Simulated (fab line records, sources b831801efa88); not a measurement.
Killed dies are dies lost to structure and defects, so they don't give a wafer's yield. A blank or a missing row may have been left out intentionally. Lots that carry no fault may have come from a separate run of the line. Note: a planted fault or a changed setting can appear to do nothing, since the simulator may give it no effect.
The tool behind it: which one? | flow gf180mcu | 14 lots, 42 wafers sampled, at 1 step of a route of 602

== WHAT EACH GAUGE READ, for each wafer ==
GF_CONTACT_THK_MEAS_01.
lot  | measured     | on            | CONTACT_CVD_00_THK (nm)
L375 | day 15 02:22 | film_metro-01 | 300 303 299
L376 | day 15 08:56 | film_metro-04 | 295 298 300
L380 | day 17 01:30 | film_metro-01 | 298 300 301
L381 | day 17 12:08 | film_metro-04 | 297 298 294
L383 | day 18 04:57 | film_metro-04 | 296 302 298
L384 | day 18 12:50 | film_metro-03 | 300 301 299
L386 | day 19 03:13 | film_metro-04 | 294 302 303
L387 | day 19 21:55 | film_metro-04 | 296 297 295
L388 | day 20 01:02 | film_metro-01 | 300 301 301
L389 | day 20 08:53 | film_metro-03 | 303 300 302
L390 | day 20 16:03 | film_metro-01 | 302 305 304
L391 | day 21 02:37 | film_metro-01 | 303 306 298
L392 | day 21 08:23 | film_metro-03 | 302 300 300
L397 | day 22 21:52 | film_metro-01 | 302 302 299

== WHICH TOOL RAN EACH LOT (tool, then ch and the chambers of the sampled wafers, then the start) ==
Before these readings, the record contains no process step.

== WHAT THE TOOLS THEMSELVES READ (means of the sampled wafers that have a number; where no wafer has one, the mark that the record gives instead) ==
The record holds no such reading with a usual standard deviation.

== THE ANSWER, worked out from the rows above alone ==
Rule: the lots themselves supply what counts as usual. Put in order of their means at a reading, lots are off if they are a third of the lots or fewer, leave a main group of 4 or more, and stand apart from it by a gap of 3 or more times the standard deviation of the main group's means; of several such gaps the widest counts. Not used: any main group whose means are identical at the precision the tables above print for the reading. Also off: a lot with no number at a reading for which 4 or more lots have one. Any other lot the step has rows for is counted as sound. First the gauges in route order, then the tools' own readings, where a lot's mean is used as printed above. At the first step where some lot is off, the reading lying furthest off is the one used; lots without a number count as furthest.
Nothing can be told from this: no lot is off at any reading shown.

== WHAT THE SIMULATOR HAD PUT IN ==
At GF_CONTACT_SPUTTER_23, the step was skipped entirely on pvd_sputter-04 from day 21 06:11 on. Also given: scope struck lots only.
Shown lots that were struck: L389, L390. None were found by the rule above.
